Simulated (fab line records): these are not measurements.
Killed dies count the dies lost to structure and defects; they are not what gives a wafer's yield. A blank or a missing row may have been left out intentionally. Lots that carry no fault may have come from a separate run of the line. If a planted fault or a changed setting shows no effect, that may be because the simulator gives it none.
One fault through the eyes of 2 desks    flow gf180mcu    every desk sees just its own numbers, and what lay behind them comes last

AT THE TOOL OWNER'S DESK: implanter-01
GF_LVPWELL_IMPLANT_08, tool's own readings: per-lot mean of the sampled wafers with a number, covering each lot this tool ran. Marked OUT: a lot whose mean sits more than 4 standard deviations from the usual mean, which makes it out of limits; the brackets give that distance.
Columns: A = beam energy keV at GF_LVPWELL_IMPLANT_08, usual 169.99; B = dose ions cm2 at GF_LVPWELL_IMPLANT_08, usual 1.4999e+13; C = tilt deg at GF_LVPWELL_IMPLANT_08, usual 0.001 degrees
lot   first seen here  A                         B           C
L942  day 4 17:02      170.03                    1.5012e+13  0.024
L945  day 5 16:02      170.01                    1.4992e+13  -0.006
L949  day 6 14:19      169.97                    1.5011e+13  -0.007
L957  day 8 07:22      198.36 (+99 or more) OUT  1.5008e+13  0.001
L959  day 8 23:16      198.31 (+99 or more) OUT  1.4985e+13  0.007
L960  day 9 00:19      198.37 (+99 or more) OUT  1.5011e+13  0.010
This desk finds L957, L959, L960 out of limits, L957 being first, at day 8 07:22 (beam energy keV at GF_LVPWELL_IMPLANT_08). L942, L945, L949: within limits.

THE METROLOGY DESK
Lot by lot, what the gauges showed, no matter which tool ran the lot: averages of those sampled wafers that carry a number. Marked OUT: a lot whose mean sits more than 4 standard deviations from the usual mean, which makes it out of limits; the brackets give that distance.
Columns: A = LVPWELL_RS at GF_VT_IMPLANT_RS_MEAS_48, usual 1197 ohm/sq; B = cd nm at GF_NSD_CD_MEAS_07, usual 400.8 nm
lot   first seen here  A               B
L940  day 8 03:14      1192            398.4
L941  day 8 06:11      1201            400.9
L942  day 8 11:01      1196            400.6
L944  day 9 02:38      1197            401.0
L945  day 9 14:35      1195            398.8
L947  day 10 13:32     1194            401.8
L949  day 10 19:59     1199            404.2
L948  day 10 21:33     1198            403.5
L950  day 11 07:50     1199            401.7
L954  day 12 06:57     1198            399.2
L957  day 12 21:41     1157 (-11) OUT  397.4
L958  day 13 06:25     1198            401.4
L959  day 13 16:39     1161 (-10) OUT  400.7
L960  day 13 17:42     1161 (-10) OUT  400.9
This desk reports L957, L959, L960 out of limits; the earliest was L957 at day 12 21:41 (LVPWELL_RS at GF_VT_IMPLANT_RS_MEAS_48). L940, L941, L942, L944, L945, L947, L949, L948, L950, L954, L958: within limits.

ALL TOGETHER
The tool owner's desk had the chance to raise an alarm at day 8 07:22 on L957, L959, L960.
Metrology desk: alarm possible at day 12 21:41 on L957, L959, L960.
GF_LVPWELL_IMPLANT_08 was run on implanter-01 by each of the lots named.

WHAT THE SIMULATOR HAD PUT IN
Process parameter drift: implanter-01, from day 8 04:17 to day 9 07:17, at GF_LVPWELL_IMPLANT_08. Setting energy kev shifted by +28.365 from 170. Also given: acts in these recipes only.
Lots struck among those shown: L957, L959, L960.
Counting hours from when the fault started, the first reading out of limits came at 3 for the tool owner's desk and at 113 for the metrology desk.
